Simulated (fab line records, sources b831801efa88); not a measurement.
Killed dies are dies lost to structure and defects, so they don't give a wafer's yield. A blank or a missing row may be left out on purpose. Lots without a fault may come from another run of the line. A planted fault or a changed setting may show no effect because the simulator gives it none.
One fault seen from 2 desks | flow sky130 | each desk has only its own numbers; what lay behind them comes last

THE TOOL OWNER'S DESK: rtp_anneal-02
The tool's own readings at SKY_SD_N_RTA_14 (time 2 s): means of the sampled wafers that have a number, for each lot that ran on this tool. A lot is out of limits, marked OUT, if its mean lies more than 4 standard deviations from the usual mean; the brackets give that distance.
Columns: A = lamp_power_pct at SKY_SD_N_RTA_14, usual 15.73 %; B = ramp_up_c_per_s at SKY_SD_N_RTA_14, usual 150.00; C = wafer_temp_C_max at SKY_SD_N_RTA_14, usual 1078.2
lot  | first seen here | A     | B      | C
L901 | day 28 09:33    | 15.72 | 150.01 | 1078.4
L903 | day 29 03:04    | 15.72 | 149.99 | 1079.7
L905 | day 29 23:41    | 15.69 | 150.02 | 1078.2
L911 | day 32 00:47    | 15.82 | 149.99 | 1088.0 (+7.0) OUT
L913 | day 32 21:37    | 15.82 | 149.98 | 1087.8 (+6.9) OUT
L923 | day 35 18:06    | 15.68 | 150.02 | 1078.3
This desk's finding: out of limits on L911, L913; first on L911, day 32 00:47 (wafer_temp_C_max at SKY_SD_N_RTA_14). In limits: L901, L903, L905, L923.

THE METROLOGY DESK
What the gauges read, lot by lot, whatever tool the lot ran on: means of the sampled wafers that have a number. A lot is out of limits, marked OUT, if its mean lies more than 4 standard deviations from the usual mean; the brackets give that distance.
Columns: A = LDD_HVP_TW at SKY_LDD_HVP_TW_MEAS_10, usual 459; B = SD_N_RS at SKY_SD_N_RS_MEAS_16, usual 68.62 ohm/sq; C = SD_P_RS at SKY_SD_N_RS_MEAS_17, usual 146.9 ohm/sq; D = RES_XHIGH_RS at SKY_SD_N_RS_MEAS_18, usual 333.3 ohm/sq
lot  | first seen here | A   | B               | C               | D
L900 | day 21 22:39    | 462 | 68.62           | 146.7           | 332.9
L901 | day 21 23:21    | 460 | 68.60           | 147.0           | 332.2
L903 | day 22 19:31    | 458 | 68.59           | 147.0           | 333.1
L904 | day 23 01:52    | 461 | 68.54           | 147.0           | 332.9
L905 | day 23 17:57    | 462 | 68.47           | 146.6           | 332.4
L910 | day 25 11:15    | 461 | 68.51           | 146.6           | 331.9
L911 | day 25 21:43    | 456 | 67.27 (-10) OUT | 139.5 (-20) OUT | 333.1
L913 | day 26 18:54    | 454 | 66.96 (-13) OUT | 139.4 (-20) OUT | 333.0
L916 | day 27 15:53    | 457 | 68.58           | 146.8           | 332.2
L922 | day 29 18:26    | 455 | 68.72           | 147.3           | 336.0
L923 | day 29 22:41    | 456 | 68.81           | 147.6           | 334.4
This desk's finding: out of limits on L911, L913; first on L911, day 32 00:59 (SD_N_RS at SKY_SD_N_RS_MEAS_16). In limits: L900, L901, L903, L904, L905, L910, L916, L922, L923.

PUT TOGETHER
The tool owner's desk could have raised an alarm at day 32 00:47, on L911, L913.
The metrology desk could have raised an alarm at day 32 00:59, on L911, L913.
Of the lots named, all ran SKY_SD_N_RTA_14 on rtp_anneal-02.

WHAT THE SIMULATOR HAD PUT IN
Process parameter drift: rtp_anneal-02, from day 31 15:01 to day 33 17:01, at SKY_SD_N_RTA_14. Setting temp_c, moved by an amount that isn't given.
Lots struck among those shown: L911, L913.
Hours from the fault's start to each desk's first reading out of limits: the tool owner's desk, 10; the metrology desk, 10.
